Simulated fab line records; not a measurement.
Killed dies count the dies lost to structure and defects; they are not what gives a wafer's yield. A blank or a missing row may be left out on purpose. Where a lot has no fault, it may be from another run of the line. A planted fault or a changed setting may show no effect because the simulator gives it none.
A struck lot beside a sound one | flow gf180mcu | 15 out of 602 route steps
Sound: wafers L820.3, L820.5, L820.6. Wafers L838.1, L838.3, L838.6 were the ones struck. The cause is given at the end.
For every step that has rows: the tool of each side, followed by ch and its chambers, followed by its first start. Under that, the readings that differ: sound wafers | struck wafers | difference of the means | sigmas: that difference in standard deviations of wafers without a fault.
alike: readings whose means differ by less than 2 such deviations, and words and numbers that are the same on both sides. not compared: withheld readings, readings that some wafer has no value for, bounds like >300 that may hide the same value, and numbers for which the record gives no deviation and whose values overlap.
The two part at a step that has a row with sigmas, a row that says differs or no value, or rows on one side only. Numbers that don't overlap but have no deviation are shown without sigmas and don't part them. A reading missing from all wafers of one side parts the sides only when that side holds two or more wafers.

first, 2 steps without rows for these wafers: GF_M2_CLEAN_19 (cleans in DIW); GF_V2_CVD_00 (deposits SiO2, target thk 600 nm, time 100 s).
GF_V2_THK_MEAS_01:
  struck on film_metro-01, day 26 19:04; sound on film_metro-01, day 20 17:39
  alike: V2_CVD_00_THK
GF_V2_CVD_02: deposits SiO2 from TEOS, target thk 850 nm, time 94.851 s.
  sound on pecvd-01 ch 0,1,2, day 20 17:41; struck on pecvd-03 ch 0,1,2, day 26 19:08
  alike: heater_power_w, susceptor_temp_C
GF_V2_THK_MEAS_03:
  struck on film_metro-03, day 26 19:12; sound on film_metro-02, day 20 17:47
  alike: V2_CVD_02_THK
GF_V2_CMP_04: polishes SiO2.
  sound on cmp-02 ch 0,1, day 20 17:52; struck on cmp-02 ch 0,2,3, day 26 19:16
  reading                | sound    | struck   | difference | sigmas
  time_to_endpoint_s (s) | 68 76 76 | 93 85 82 | +13        | +2
  alike: motor_current_A
GF_V2_BOW_MEAS_05:
  struck on film_metro-02, day 26 19:34; sound on film_metro-03, day 20 18:10
  alike: V2_BOW
then, 5 steps without rows for these wafers: GF_V2_DEHYDRATE_06 (time 60 s); GF_V2_HMDS_07 (prime time 60 s); GF_V2_COAT_08; GF_V2_COAT_09 (resist thk 1000 nm); GF_V2_SOFTBAKE_10 (time 60 s).
GF_V2_EXPOSE_11: exposes mask Via2, target cd 260 nm.
  sound on krf_scanner-01 ch 0, day 21 06:32; struck on krf_scanner-01 ch 0, day 27 06:11
  reading                    | sound             | struck            | difference | sigmas
  model.V2.overlay_x_nm (nm) | 1.144 1.144 1.144 | 8.662 8.662 8.662 | +7.518     |
  alike: mask
then, 1 step without rows for these wafers: GF_V2_PEB_12 (peb time 90 s).
-- the record jumps here: 8 days lie between the struck wafers' starts before and after (it left off in module V2 and takes up again in module PASSIVATION, whose first step shown is number 602 of the route) --
GF_PASSIVATION_PROBE_99:
  only the struck wafers here have rows in the record (prober-02, day 34 18:46); the sound ones have none

== WHERE THEY PART ==
At GF_V2_CMP_04 first; at GF_PASSIVATION_PROBE_99 last (within this record only).

WHY: the cause the simulator had injected
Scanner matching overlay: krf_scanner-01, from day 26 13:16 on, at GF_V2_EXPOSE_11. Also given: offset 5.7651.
